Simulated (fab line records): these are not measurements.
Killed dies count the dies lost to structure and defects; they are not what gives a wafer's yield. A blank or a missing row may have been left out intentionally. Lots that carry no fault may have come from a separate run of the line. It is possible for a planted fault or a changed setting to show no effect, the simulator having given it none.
Split-lot experiment + flow gf180mcu + 5 lots, 23 wafers read, on a route of 602 steps

## SPLIT DETAILS
At GF_TOP_METAL_SPUTTER_04 (material TiN, target thk 25 nm, time 20.8 s), the setting time s was moved away from the recipe's 20.8 s on 9 of the 23 wafers read, by -14.6% to +14.4%. All remaining wafers had this setting at the recipe value.

The reading is taken at the split's own step.

## THE READING
TiN_of_TOP_METAL_SPUTTER_04.thk nm (the simulator's own value, which no gauge read), in nm, at GF_TOP_METAL_SPUTTER_04 (material TiN, target thk 25 nm, time 20.8 s). There is no usual value for it anywhere in the file. Here, 14 wafers ran the recipe; their average is 24.93 nm with a standard deviation of 0.3 nm.

| wafer  | tool, chamber at the split | time s as run, s | against the recipe | TiN_of_TOP_METAL_SPUTTER_04.thk nm, nm | against lot-mates on the recipe |
|--------|----------------------------|------------------|--------------------|----------------------------------------|---------------------------------|
| L075.1 | pvd sputter-01, -          | 20.8             | recipe             | 24.98                                  | -                               |
| L075.2 | pvd sputter-01, -          | 20.8             | recipe             | 24.95                                  | -                               |
| L075.4 | pvd sputter-01, -          | 17.76            | -14.6%             | 21.4                                   | -3.57                           |
| L075.5 | pvd sputter-01, -          | 17.76            | -14.6%             | 21.59                                  | -3.38                           |
| L075.6 | pvd sputter-01, -          | 17.76            | -14.6%             | 21.41                                  | -3.55                           |
| L078.2 | pvd sputter-03, -          | 20.8             | recipe             | 25.31                                  | -                               |
| L078.4 | pvd sputter-03, -          | 20.8             | recipe             | 24.92                                  | -                               |
| L078.6 | pvd sputter-03, -          | 20.8             | recipe             | 25.18                                  | -                               |
| L077.1 | pvd sputter-04, -          | 20.8             | recipe             | 24.36                                  | -                               |
| L077.2 | pvd sputter-04, -          | 20.8             | recipe             | 24.72                                  | -                               |
| L077.3 | pvd sputter-04, -          | 18.83            | -9.5%              | 22.25                                  | -2.29                           |
| L077.4 | pvd sputter-04, -          | 18.83            | -9.5%              | 21.87                                  | -2.67                           |
| L077.6 | pvd sputter-04, -          | 18.83            | -9.5%              | 21.97                                  | -2.57                           |
| L081.2 | pvd sputter-04, -          | 20.8             | recipe             | 24.66                                  | -                               |
| L081.3 | pvd sputter-04, -          | 23.79            | +14.4%             | 27.99                                  | +3.41                           |
| L081.4 | pvd sputter-04, -          | 23.79            | +14.4%             | 28.25                                  | +3.67                           |
| L081.5 | pvd sputter-04, -          | 23.79            | +14.4%             | 28.28                                  | +3.70                           |
| L081.6 | pvd sputter-04, -          | 20.8             | recipe             | 24.5                                   | -                               |
| L082.1 | pvd sputter-03, -          | 20.8             | recipe             | 25.11                                  | -                               |
| L082.2 | pvd sputter-03, -          | 20.8             | recipe             | 25.36                                  | -                               |
| L082.3 | pvd sputter-03, -          | 20.8             | recipe             | 24.8                                   | -                               |
| L082.5 | pvd sputter-03, -          | 20.8             | recipe             | 25.34                                  | -                               |
| L082.6 | pvd sputter-03, -          | 20.8             | recipe             | 24.85                                  | -                               |

FIT RESULTS
A straight line over all 23 wafers: TiN_of_TOP_METAL_SPUTTER_04.thk nm changes by +0.243 nm for each +1% of time s; r = +0.99; the points scatter about the line by 0.34 nm.
The same after taking each lot's own level away (the mean of its wafers on the recipe; 23 wafers): +0.248 nm for each +1%; r = +1.00; scatter 0.18 nm.
The reading moves by 3.6 nm for the largest change in time s, on that fit.
The lots' own levels span 24.540 to 25.137 nm, that is 2.0 times the standard deviation above.
So the lot-to-lot level changes the slope little: the two slopes agree.
Check: for one of the wafers moved furthest among these (-14.6%), held out of the fit, the line's prediction against its lot-mates is -3.64 nm. It came out at -3.57 nm against them.

## OTHER SPLITS ON THESE WAFERS
Before the reading, these wafers also passed through other splits. Each is held against what the fit with the lots' levels taken away leaves over:
| other split on the same wafers | wafers away from the commonest value | r with TiN_of_TOP_METAL_SPUTTER_04.thk nm (lot level and that fit taken away) |
|--------------------------------|--------------------------------------|-------------------------------------------------------------------------------|
| GF_MIM_SOFTBAKE_15 time s      | 11                                   | -0.26                                                                         |
| GF_M5_METAL_ETCH_10 icp w      | 7                                    | +0.05                                                                         |
| GF_V5_CVD_00 sih4 flow sccm    | 11                                   | +0.06                                                                         |
| GF_V5_EXPOSE_11 dose mj        | 7                                    | +0.07                                                                         |
| GF_V5_CVD_23 pressure torr     | 18                                   | -0.24                                                                         |

## FILE'S OWN FIT
TiN_of_TOP_METAL_SPUTTER_04.thk nm changes by +0.248 nm for each +1% of time s, r = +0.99.
